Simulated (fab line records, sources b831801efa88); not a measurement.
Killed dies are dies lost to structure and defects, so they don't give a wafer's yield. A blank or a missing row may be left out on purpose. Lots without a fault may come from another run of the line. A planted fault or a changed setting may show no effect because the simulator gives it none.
A struck lot beside a sound one | flow sky130 | 36 steps out of a route of 708
Sound: wafers L303.1, L303.4, L303.5. Struck: wafers L313.2, L313.5, L313.6. The cause comes at the end.
At each step with rows: each side's tool, then ch and its chambers, then its first start. Under that, the readings that differ: sound wafers | struck wafers | difference of the means | sigmas: that difference in standard deviations of wafers without a fault.
alike: readings whose means differ by less than 2 such deviations, and words and numbers that are the same on both sides. not compared: withheld readings, readings that some wafer has no value for, bounds like >300 that may hide the same value, and numbers for which the record gives no deviation and whose values overlap.
The two part at a step that has a row with sigmas, a row that says differs or no value, or rows on one side only. Numbers that don't overlap but have no deviation are shown without sigmas and don't part them. A reading that every wafer of one side lacks parts them only if that side has two wafers or more.

first, 10 steps without rows for these wafers: SKY_VIA2_STRIP_17 (strips in post etch residue remover, time 1200 s); SKY_VIA2_CLEAN_18 (cleans in IPA, time 180 s); SKY_VIA2_CLEAN_19 (cleans in O3/DIW); SKY_VIA2_SPUTTER_20 (material TiN, target thk 20 nm, time 80 s); SKY_VIA2_CVD_21 (deposits W, target thk 420 nm, time 126.4 s); SKY_VIA2_CMP_24 (polishes, stops on SiO2, t overpolish 20 s, target thk 0 nm); SKY_METAL3_SPUTTER_00 (material Ti, target thk 15 nm, time 10 s); SKY_METAL3_SPUTTER_01 (material TiN, target thk 20 nm, time 16.7 s); SKY_METAL3_SPUTTER_02 (material AlCu, target thk 735 nm, time 39.1 s); SKY_METAL3_SPUTTER_03 (material Ti, target thk 5 nm, time 3.3 s).
SKY_METAL3_SPUTTER_04: material TiN, target thk 70 nm, time 58.3 s.
  sound on pvd_sputter-04, day 36 11:06; struck on pvd_sputter-04, day 39 18:11
  reading                                    | sound             | struck          | difference | sigmas
  model.TiN_of_METAL3_SPUTTER_04.thk_nm (nm) | 70.77 70.32 71.73 | 107.8 109 108.3 | +37.4      |
  alike: cathode_dc_power_W, throttle_valve_pct
then, 23 steps without rows for these wafers: SKY_CAPM_CVD_00 (deposits SiO2, target thk 15.5 nm); SKY_CAPM_SPUTTER_02 (material TiN, target thk 200 nm, time 166.7 s); SKY_CAPM_DEHYDRATE_05 (time 60 s); SKY_CAPM_HMDS_06 (prime time 60 s); SKY_CAPM_COAT_07 (resist thk 1140 nm); SKY_CAPM_SOFTBAKE_08 (time 60 s); SKY_CAPM_EXPOSE_09 (exposes mask CAPM, target cd 1000 nm); SKY_CAPM_PEB_10; SKY_CAPM_DEVELOP_11 (develop time 60 s); SKY_CAPM_METAL_ETCH_13 (etches TiN in Cl2/BCl3, stops on SiO2, target depth 220 nm, time 60.68 s); SKY_CAPM_STRIP_14 (strips in O2/N2); SKY_CAPM_STRIP_15 (strips in post etch residue remover, time 1200 s); SKY_CAPM_CLEAN_16 (cleans in IPA, time 180 s); SKY_CAPM_CLEAN_17 (cleans in O3/DIW); SKY_METAL3_DEHYDRATE_05 (time 60 s); SKY_METAL3_HMDS_06 (prime time 60 s); SKY_METAL3_COAT_07 (resist thk 60 nm); SKY_METAL3_COAT_08 (resist thk 1140 nm); SKY_METAL3_SOFTBAKE_09 (time 90 s); SKY_METAL3_EXPOSE_10 (exposes mask MM3, target cd 300 nm); SKY_METAL3_PEB_11; SKY_METAL3_DEVELOP_12 (develop time 60 s); SKY_METAL3_DESCUM_15 (chemistry O2, time 8 s).
-- the record jumps here: 2 days lie between the struck wafers' starts before and after --
SKY_METAL3_METAL_ETCH_18: etches the open film in Cl2/BCl3, stops on SiO2, target depth 845 nm, time 183.1 s.
  sound on rie_metal-02 ch 0,1, day 38 15:02; struck on rie_metal-01 ch 0,1, day 41 19:52
  reading               | sound             | struck            | difference | sigmas
  oes_product_au (a.u.) | 0.874 0.873 0.864 | 0.893 0.880 0.884 | +0.015     | +2
  alike: drypump_motor_current_A, throttle_valve_pct
  not compared: rf_hours_counter_h
-- the record jumps here: 7 days lie between the struck wafers' starts before and after (it left off in module METAL3 and takes up again in module PAD_OPEN, whose first step shown is number 708 of the route) --
SKY_PAD_OPEN_PROBE_99:
  sound on prober-02, day 45 19:49; struck on prober-01, day 48 10:56
  reading                       | sound             | struck            | difference | sigmas
  sort_bin_8_speed (%)          | 0 0 0             | 0 0.20 0          | +0         | +4
  model.etest.via3_chain.rc_ohm | 9.308 9.534 9.631 | 9.857 10.43 10.87 | +0.895     |
  alike: defect_limited_yield, killed_at_M0_to_M3, killed_at_M4_up, killed_at_contacts, killed_at_front_end, killed_at_other, killed_dies, killed_open, killed_short, sort_bin_3_pad_short, sort_bin_5_function, sort_bin_6_memory, sort_n_pass, sort_yield_pct

WHERE THEY PART
First at SKY_METAL3_METAL_ETCH_18; last, within this record, at SKY_PAD_OPEN_PROBE_99.

WHY: what the simulator had put in
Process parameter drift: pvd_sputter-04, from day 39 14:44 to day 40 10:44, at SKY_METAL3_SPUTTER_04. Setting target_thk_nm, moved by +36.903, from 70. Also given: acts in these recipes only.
